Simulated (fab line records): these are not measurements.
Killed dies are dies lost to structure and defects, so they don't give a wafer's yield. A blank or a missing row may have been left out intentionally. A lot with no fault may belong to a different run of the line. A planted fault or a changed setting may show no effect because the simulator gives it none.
Chamber matching -- flow sky130 -- SKY_VIA3_ETCH_14 on rieDiel-02: 4 sister chambers
The step etches BARC in N2/H2, stops on SiO2, time 45.9 s, target depth 60 nm. 20 wafers are shown with their chamber, then 10 later ones without.

WAFERS, EACH WITH ITS CHAMBER
wafer,chamber,drypumpMotorCurrentA (A),throttleValvePct (%),h2FlowSccm (sccm)
L075.1,1,6.0,13.223,199.9
L075.5,2,5.1,13.226,200.1
L075.6,3,5.0,13.231,199.6
L076.2,2,5.1,13.222,198.8
L076.3,3,5.0,13.223,199.8
L076.5,0,6.7,13.225,200.1
L081.1,1,6.0,13.230,200.8
L081.3,2,5.1,13.220,199.0
L081.4,3,5.0,13.226,199.9
L082.2,0,6.7,13.224,199.4
L082.5,3,5.0,13.228,199.9
L082.6,0,6.7,13.220,200.4
L085.3,2,5.1,13.212,200.4
L085.5,1,6.0,13.216,199.9
L085.6,3,5.0,13.231,200.5
L084.3,3,5.1,13.231,200.0
L084.5,3,5.0,13.224,199.1
L084.6,1,6.0,13.222,199.8
L088.2,1,6.0,13.222,200.2
L088.3,2,5.1,13.223,199.3

SIGNATURES (averages over the wafers above)
reading,chamber 0,chamber 1,chamber 2,chamber 3,scatter within a chamber
drypumpMotorCurrentA,6.700,6.000,5.100,5.014,0.0231
throttleValvePct,13.22300,13.22260,13.22060,13.22771,0.0043
h2FlowSccm,199.967,200.120,199.520,199.829,0.513
Rule: a wafer lies at a distance from a chamber equal to the root of the sum of squares, over the readings, of (its reading less the chamber's mean, divided by the reading's scatter). The wafer belongs to the nearest chamber; if the next one is less than 2 further off, it can't be placed. The scatter: the root of (the sum of the squares of (reading less its chamber's mean) over the shown wafers, divided by (wafers less chambers)).

WAFERS MISSING THEIR CHAMBER
wafer,drypumpMotorCurrentA (A),throttleValvePct (%),h2FlowSccm (sccm)
L088.6,5.1,13.236,199.7
L093.1,6.7,13.225,199.7
L093.2,6.0,13.230,199.9
L093.6,5.1,13.215,200.3
L094.1,5.0,13.248,199.7
L094.5,5.0,13.216,199.8
L094.6,5.1,13.232,199.3
L096.3,6.7,13.228,199.8
L096.4,6.0,13.210,199.6
L096.6,5.1,13.223,198.6

THE CHAMBER EACH PASSED THROUGH
wafer,from the rows above,in truth
L088.6,can't be placed: 2 or 3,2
L093.1,0,0
L093.2,1,1
L093.6,2,2
L094.1,3,3
L094.5,can't be placed: 3 or 2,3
L094.6,can't be placed: 2 or 3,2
L096.3,0,0
L096.4,1,1
L096.6,2,2
Placed correctly: 7 of 10. From these rows, 3 cannot be placed; in 3 the true chamber is one of the candidates. Wrongly placed: 0.
